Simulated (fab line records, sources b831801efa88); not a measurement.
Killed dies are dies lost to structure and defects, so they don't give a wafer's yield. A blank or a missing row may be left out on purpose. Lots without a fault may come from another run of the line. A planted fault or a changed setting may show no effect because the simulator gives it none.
fab line records | flow sky130
record lots=6 wafers=17 last_day=49
route steps=708 shown VT_ADJUST_LVTN@111 VT_ADJUST_NCORE@119 PAD_OPEN@708
lots that met no fault: from a run of the same line without faults
start_h: hours from the record's first day to the start of the lot's first wafer shown | wait_h: hours since the lot's step before | " the same as in the row above | L1.1+2: a row that stands for several wafers | - no value, or no start given | * or withheld: withheld | < > ~ a bound
route shown NAME@n: a module of which the file shows steps, and the number in the route of the first | usual: mean/standard deviation of fault-free wafers | same: alike in all rows | chamber/n: place in a boat | sites: the reading at each site | _std_site: their standard deviation | _edge_site: outer sites' mean less inner sites' | radius_mm: how far each site lies from the wafer's centre | mask NAME#n: copy n | behind: the tool/chamber that last shaped the wafer | hold: why the lot was held/for how many hours/how that ended | device: the transistor (n, p or np) that didn't switch | end of line: the same wafers' tests at the end of the route | a step without rows: its recipe alone | killed: dies lost to structure and defects at the first sort, not the wafer's yield | map: a wafer's dies, x killed, . not, _ none there
set.NAME: the setting as run; set.NAME@STEP: as run at that earlier step | model.NAME: the simulator's own value behind a step, which no gauge read
lots at some steps of the route; a table a step, a row a wafer
services: from which hour (start_h, from the record's first day; less than 0 if before it) a tool's chamber was out of use, for how many hours, and why
## steps
# step SKY_VT_ADJUST_LVTN_SOFTBAKE_14
# recipe temp_c=90 time_s=60 resist=NOVOLAK
# step SKY_VT_ADJUST_LVTN_EXPOSE_15
# recipe mask_id=HVN_STD_DERIVED na=0.6 source_shape=conventional sigma_outer=0.6 polarization=unpolarized target_cd_nm=600 dose_mj=163
# step SKY_VT_ADJUST_LVTN_PEB_16
# recipe temp_c=withheld time_s=* resist=NOVOLAK
# step SKY_VT_ADJUST_LVTN_DEVELOP_17
# recipe resist=NOVOLAK developer=TMAH develop_time_s=60 dev_temp_c=23
# step SKY_VT_ADJUST_LVTN_OVL_MEAS_18
# usual VT_ADJUST_LVTN_01_OVL=-0.8/1.3
# columns lot.wafer tool chamber start_h wait_h VT_ADJUST_LVTN_01_OVL[nm]
L937.1 overlay-01 - 173.37 0.1 0.9
L937.3 " - " " 0.4
L937.6 " - " " -0.1
L939.2 overlay-02 - 175.43 0.1 -0.4
L939.3 " - " " -1.3
L939.6 " - " " 0.8
L941.3 overlay-02 - 193.22 0.1 -1.0
L941.4 " - " " -1.1
L941.5 " - " " -1.1
L942.1 overlay-02 - 200.68 0.1 -1.4
L942.4 " - " " -1.8
L942.5 " - " " -1.9
L950.1 overlay-01 - 260.73 0.1 -1.3
L950.4 " - " " 0.1
L950.6 " - " " -1.5
L951.5 overlay-02 - 266.94 0.0 -2.0
L951.6 " - " " -2.6
# step SKY_VT_ADJUST_LVTN_IMPLANT_19
# recipe species=B energy_kev=30 dose_cm2=6.5e+11 tilt_deg=withheld
# step SKY_VT_ADJUST_LVTN_STRIP_20
# recipe chemistry=O2/N2 power_w=1400 pressure_mtorr=1500 platen_temp_c=withheld o2_flow_sccm=3000 n2_flow_sccm=300 overash_fraction=0.5
# usual drypump_motor_current_A=5.58/0.29 n2_flow_sccm=300.1/0.86 oes_product_au=0.716/0.0047 strip_time_to_endpoint_s=14.19/0.041
# columns lot.wafer tool chamber start_h wait_h drypump_motor_current_A n2_flow_sccm oes_product_au rf_hours_counter_h strip_time_to_endpoint_s
L937.1 plasma_asher-04 1 173.55 0.1 5.86 299.9 0.716 6 14.19
L937.3 " 1 " " 5.87 300.2 0.721 - 14.13
L937.6 " 0 " " 5.70 300.4 0.713 - 14.16
L939.2 plasma_asher-04 1 175.61 0.1 5.86 301.0 0.715 6 14.20
L939.3 " 0 " " 5.68 300.1 0.724 - 14.23
L939.6 " 0 " " 5.69 301.3 0.715 - 14.22
L941.3 plasma_asher-02 1 193.42 0.1 5.34 300.3 0.715 - 14.16
L941.4 " 0 " " 6.05 300.2 0.706 - 14.14
L941.5 " 1 " " 5.34 300.1 0.716 - 14.11
L942.1 plasma_asher-04 0 200.86 0.1 5.70 299.5 0.723 8 14.27
L942.4 " 0 " " 5.70 299.4 0.711 - 14.24
L942.5 " 1 " " 5.86 299.7 0.720 - 14.25
L950.1 plasma_asher-02 0 260.91 0.1 6.07 299.9 0.722 55 14.14
L950.4 " 0 " " 6.05 299.6 0.717 - 14.19
L950.6 " 0 " " 6.07 299.9 0.706 - 14.13
L951.5 plasma_asher-02 1 267.17 0.1 5.36 301.7 0.718 - 14.21
L951.6 " 0 " " 6.07 300.3 0.721 - 14.19
# step SKY_VT_ADJUST_LVTN_TW_MEAS_21
# usual VT_ADJUST_LVTN_2_TW=187.5/1.5
# columns lot.wafer tool chamber start_h wait_h VT_ADJUST_LVTN_2_TW
L937.1 film_metro-04 - 173.65 0.1 187.7
L937.3 " - " " 187.2
L937.6 " - " " 187.4
L939.2 film_metro-02 - 175.72 0.1 186.3
L939.3 " - " " 186.3
L939.6 " - " " 186.2
L941.3 film_metro-02 - 193.51 0.1 187.4
L941.4 " - " " 186.4
L941.5 " - " " 187.4
L942.1 film_metro-02 - 200.96 0.1 186.4
L942.4 " - " " 186.2
L942.5 " - " " 186.0
L950.1 film_metro-01 - 261.01 0.1 188.0
L950.4 " - " " 188.8
L950.6 " - " " 188.3
L951.5 film_metro-01 - 267.24 0.0 189.6
L951.6 " - " " 189.9
# step SKY_VT_ADJUST_NCORE_DEHYDRATE_00
# recipe temp_c=200 time_s=60
# step SKY_VT_ADJUST_NCORE_HMDS_01
# recipe prime_time_s=60 prime_temp_c=120
# step SKY_VT_ADJUST_NCORE_COAT_02
# recipe resist=NOVOLAK spin_rpm=3000 resist_thk_nm=1140
# step SKY_VT_ADJUST_NCORE_SOFTBAKE_03
# recipe temp_c=90 time_s=60 resist=NOVOLAK
# step SKY_VT_ADJUST_NCORE_EXPOSE_04
# recipe mask_id=LVTN_COMPLEMENT_THIN na=0.6 source_shape=conventional sigma_outer=0.6 polarization=unpolarized target_cd_nm=380 dose_mj=139
# usual focus_offset_nm=-0.1/0.48
# same na=0.6
# columns lot.wafer tool chamber start_h wait_h mask focus_offset_nm
L937.1 iline_stepper-02 0 184.19 - LVTN_COMPLEMENT_THIN#0 -0.4
L937.3 " 0 " " LVTN_COMPLEMENT_THIN#0 -0.1
L937.6 " 0 " " LVTN_COMPLEMENT_THIN#0 0.5
L939.2 iline_stepper-02 0 185.87 - LVTN_COMPLEMENT_THIN#0 -0.5
L939.3 " 0 " " LVTN_COMPLEMENT_THIN#0 0.4
L939.6 " 0 " " LVTN_COMPLEMENT_THIN#0 -0.4
L941.3 iline_stepper-01 0 204.22 - LVTN_COMPLEMENT_THIN#0 -0.1
L941.4 " 0 " " LVTN_COMPLEMENT_THIN#0 -0.1
L941.5 " 0 " " LVTN_COMPLEMENT_THIN#0 0.4
L942.1 iline_stepper-02 0 211.90 - LVTN_COMPLEMENT_THIN#0 -0.2
L942.4 " 0 " " LVTN_COMPLEMENT_THIN#0 -0.4
L942.5 " 0 " " LVTN_COMPLEMENT_THIN#0 -0.5
L950.1 iline_stepper-01 0 272.46 - LVTN_COMPLEMENT_THIN#0 0.5
L950.4 " 0 " " LVTN_COMPLEMENT_THIN#0 0.4
L950.6 " 0 " " LVTN_COMPLEMENT_THIN#0 0.1
L951.5 iline_stepper-01 0 279.32 - LVTN_COMPLEMENT_THIN#0 0.0
L951.6 " 0 " " LVTN_COMPLEMENT_THIN#0 -1.0
# step SKY_VT_ADJUST_NCORE_PEB_05
# recipe temp_c=withheld time_s=* resist=NOVOLAK
# step SKY_VT_ADJUST_NCORE_DEVELOP_06
# recipe resist=NOVOLAK developer=TMAH develop_time_s=60 dev_temp_c=23
# step SKY_VT_ADJUST_NCORE_CD_MEAS_07
# recipe target_cd_nm=380
# usual cd_nm=379.3/1.9
# columns lot.wafer tool chamber start_h wait_h cd_nm
L937.1 cd_sem-02 - 194.58 0.1 382.9
L937.3 " - " " 379.5
L937.6 " - " " 382.2
L939.2 cd_sem-02 - 196.21 0.1 378.4
L939.3 " - " " 378.9
L939.6 " - " " 378.5
L941.3 cd_sem-01 - 214.44 0.2 377.9
L941.4 " - " " 375.1
L941.5 " - " " 375.5
L942.1 cd_sem-02 - 221.83 0.1 378.7
L942.4 " - " " 376.9
L942.5 " - " " 376.9
L950.1 cd_sem-02 - 284.49 0.1 383.5
L950.4 " - " " 379.8
L950.6 " - " " 369.6
L951.5 cd_sem-02 - 291.06 0.1 375.4
L951.6 " - " " 367.8
# step SKY_VT_ADJUST_NCORE_OVL_MEAS_08
# usual VT_ADJUST_NCORE_OVL=-0.6/1.2
# columns lot.wafer tool chamber start_h wait_h VT_ADJUST_NCORE_OVL[nm]
L937.1 overlay-01 - 194.70 0.1 0.4
L937.3 " - " " -1.1
L937.6 " - " " 1.1
L939.2 overlay-02 - 196.32 0.1 0.0
L939.3 " - " " -1.0
L939.6 " - " " 1.2
L941.3 overlay-01 - 214.53 0.1 -1.9
L941.4 " - " " -1.0
L941.5 " - " " -0.3
L942.1 overlay-02 - 221.95 0.1 -1.8
L942.4 " - " " 0.5
L942.5 " - " " -0.1
L950.1 overlay-01 - 284.61 0.1 -0.7
L950.4 " - " " -0.2
L950.6 " - " " 0.9
L951.5 overlay-01 - 291.12 0.0 -2.4
L951.6 " - " " -2.5
# step SKY_PAD_OPEN_PROBE_99
# usual killed_at_M0_to_M3=44/6.9 killed_at_M4_up=3.3/2.1 killed_at_contacts=24/4.8 killed_at_front_end=15/4.4 killed_dies=87/9.5 killed_open=48/6.5 killed_short=39/6.3
# same gross_dies=492 killed_at_back_side=0 killed_at_other=0
# columns lot.wafer tool chamber start_h wait_h killed_at_M0_to_M3 killed_at_M4_up killed_at_contacts killed_at_front_end killed_dies killed_open killed_short
L937.1 prober-02 - 1086.03 0.1 33 1 24 14 72 41 31
L937.3 prober-02 - 1086.13 0.2 42 2 26 11 81 46 35
L937.6 prober-02 - 1086.28 0.2 42 3 23 14 82 31 50
L939.2 prober-01 - 1089.45 0.1 40 5 36 8 89 47 42
L939.3 prober-01 - 1089.50 0.2 40 3 21 14 78 45 33
L939.6 prober-01 - 1089.65 0.2 49 2 27 13 91 47 44
L941.3 prober-01 - 1106.67 0.2 41 4 24 16 85 45 40
L941.4 prober-01 - 1106.72 0.2 48 0 31 14 93 51 42
L941.5 prober-01 - 1106.77 0.2 48 7 22 28 105 53 50
L942.1 prober-02 - 1111.20 0.1 50 7 21 22 100 49 51
L942.4 prober-02 - 1111.35 0.2 44 4 11 17 76 34 42
L942.5 prober-02 - 1111.40 0.2 31 3 19 25 78 44 34
L950.1 prober-02 - 1161.16 0.1 52 2 23 10 87 49 38
L950.4 prober-02 - 1161.31 0.2 32 1 21 11 65 33 32
L950.6 prober-02 - 1161.41 0.2 39 4 23 17 83 43 40
L951.5 prober-01 - 1165.86 0.2 51 3 24 13 91 52 39
L951.6 prober-01 - 1165.91 0.2 33 5 20 11 69 38 31
# killed by level:class
L937.1 CONTACT:geometric_particle:open=12 VIA2:geometric_particle:open=6 METAL2:geometric_particle:short=6 VIA3:geometric_particle:open=6 CONTACT:geometric_particle:short=5 VIA1:geometric_particle:open=5 POLY_GATE:geometric_particle:short=4 LI_CONTACT:geometric_particle:open=3
L937.3 VIA2:geometric_particle:open=10 LOCAL_INTERCONNECT:geometric_particle:short=8 CONTACT:geometric_particle:open=8 VIA3:geometric_particle:open=8 VIA1:geometric_particle:open=6 LI_CONTACT:geometric_particle:open=5 VIA1:geometric_particle:short=5 FIELD_ISO:geometric_particle:open=4
L937.6 VIA1:geometric_particle:short=10 CONTACT:geometric_particle:open=8 FIELD_ISO:geometric_particle:short=7 LI_CONTACT:geometric_particle:open=5 LOCAL_INTERCONNECT:geometric_particle:short=5 VIA2:geometric_particle:open=5 VIA2:geometric_particle:short=5 METAL3:geometric_particle:short=5
L939.2 VIA1:geometric_particle:open=14 CONTACT:geometric_particle:open=11 LI_CONTACT:geometric_particle:open=8 CONTACT:geometric_particle:short=8 METAL1:geometric_particle:short=5 LI_CONTACT:geometric_particle:short=4 METAL2:geometric_particle:short=4 VIA3:geometric_particle:short=4
L939.3 VIA1:geometric_particle:open=8 CONTACT:geometric_particle:open=7 VIA3:geometric_particle:open=6 CONTACT:geometric_particle:short=6 POLY_GATE:geometric_particle:open=5 METAL1:geometric_particle:short=5 VIA2:geometric_particle:short=4 FIELD_ISO:geometric_particle:open=3
L939.6 LI_CONTACT:geometric_particle:open=9 METAL2:geometric_particle:short=9 VIA1:geometric_particle:open=8 CONTACT:geometric_particle:open=7 METAL1:geometric_particle:short=6 VIA2:geometric_particle:short=6 VIA1:geometric_particle:short=5 VIA3:geometric_particle:open=5
L941.3 VIA1:geometric_particle:open=14 CONTACT:geometric_particle:open=9 LI_CONTACT:geometric_particle:open=6 POLY_GATE:geometric_particle:short=5 VIA1:geometric_particle:short=5 VIA2:geometric_particle:open=5 VIA3:geometric_particle:open=5 LOCAL_INTERCONNECT:geometric_particle:short=4
L941.4 CONTACT:geometric_particle:open=13 VIA1:geometric_particle:open=12 METAL2:geometric_particle:short=9 LOCAL_INTERCONNECT:geometric_particle:short=8 VIA1:geometric_particle:short=7 VIA3:geometric_particle:open=6 POLY_GATE:geometric_particle:open=5 VIA2:geometric_particle:open=5
L941.5 VIA3:geometric_particle:open=11 CONTACT:geometric_particle:open=8 FIELD_ISO:geometric_particle:open=7 FIELD_ISO:geometric_particle:short=6 POLY_GATE:geometric_particle:short=6 VIA3:geometric_particle:short=6 POLY_GATE:geometric_particle:open=5 LI_CONTACT:geometric_particle:open=5
L942.1 VIA1:geometric_particle:open=11 METAL1:geometric_particle:short=10 FIELD_ISO:geometric_particle:short=7 FIELD_ISO:geometric_particle:open=6 LI_CONTACT:geometric_particle:open=6 LOCAL_INTERCONNECT:geometric_particle:short=6 VIA3:geometric_particle:open=6 POLY_GATE:geometric_particle:open=4
L942.4 METAL1:geometric_particle:short=9 VIA1:geometric_particle:open=8 METAL2:geometric_particle:short=7 FIELD_ISO:geometric_particle:open=5 POLY_GATE:geometric_particle:short=4 VIA1:geometric_particle:short=4 FIELD_ISO:geometric_particle:short=3 VIA2:geometric_particle:open=3
L942.5 LI_CONTACT:geometric_particle:open=8 FIELD_ISO:geometric_particle:short=6 POLY_GATE:geometric_particle:open=6 VIA1:geometric_particle:open=6 METAL1:geometric_particle:short=6 VIA2:geometric_particle:open=5 CONTACT:geometric_particle:open=5 FIELD_ISO:geometric_particle:open=4
L950.1 VIA1:geometric_particle:open=11 VIA3:geometric_particle:open=10 CONTACT:geometric_particle:open=8 VIA2:geometric_particle:open=8 CONTACT:geometric_particle:short=7 VIA3:geometric_particle:short=6 VIA1:geometric_particle:short=5 LI_CONTACT:geometric_particle:open=4
L950.4 VIA2:geometric_particle:open=9 CONTACT:geometric_particle:open=8 CONTACT:geometric_particle:short=8 METAL1:geometric_particle:short=5 VIA3:geometric_particle:open=4 FIELD_ISO:geometric_particle:short=3 VIA1:geometric_particle:open=3 VIA2:geometric_particle:short=3
L950.6 METAL1:geometric_particle:short=9 FIELD_ISO:geometric_particle:open=7 VIA1:geometric_particle:open=7 LI_CONTACT:geometric_particle:open=6 CONTACT:geometric_particle:short=6 CONTACT:geometric_particle:open=6 METAL2:geometric_particle:short=6 VIA2:geometric_particle:open=5
L951.5 VIA1:geometric_particle:open=14 CONTACT:geometric_particle:open=10 VIA3:geometric_particle:open=9 VIA1:geometric_particle:short=5 METAL2:geometric_particle:short=5 VIA2:geometric_particle:open=5 FIELD_ISO:geometric_particle:short=4 POLY_GATE:geometric_particle:short=4
L951.6 VIA1:geometric_particle:open=11 CONTACT:geometric_particle:open=8 VIA1:geometric_particle:short=6 VIA3:geometric_particle:open=5 FIELD_ISO:geometric_particle:short=4 LOCAL_INTERCONNECT:geometric_particle:short=4 POLY_GATE:geometric_particle:open=4 LI_CONTACT:geometric_particle:open=4
## services
# columns tool chamber start_h hours kind
plasma_asher-02 - 155.98 1.5 repair
iline_stepper-02 - 205.67 1.7 pm
iline_stepper-01 - 219.81 11.2 repair
plasma_asher-04 - 241.08 2.8 pm
plasma_asher-04 - 244.00 10.5 repair
iline_stepper-01 - 250.35 2.1 pm
iline_stepper-01 - 252.43 - consumable_replace:lamp
iline_stepper-02 0 258.08 - calibration
iline_stepper-02 - 259.53 2.1 pm
iline_stepper-02 - 261.61 - consumable_replace:lamp
iline_stepper-02 - 272.39 8.9 pm
## key
first_sign step=SKY_VT_ADJUST_NCORE_CD_MEAS_07 reading=cd_nm direction=down sigmas=5.5 usual=379.3 struck=368.7
effect none on later readings
met_at SKY_VT_ADJUST_NCORE_EXPOSE_04
struck_wafers L950.6,L951.6
tester_left_out L950,L951
onset_between 204.22 272.46
fault kind=process_parameter_drift tool=iline_stepper-01 chamber=- onset_h=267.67 steps=SKY_VT_ADJUST_NCORE_EXPOSE_04 channel=focus_nm offset=715.4 shape=step end_h=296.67 scope=struck_wafers_only
# tester_left_out: of these lots the tester's yield and bins aren't shown, on N5 and GAA mostly nor the transistor test; their killed dies are dies lost to structure and defects alone, not to doping, threshold or leakage, so they don't give the yield
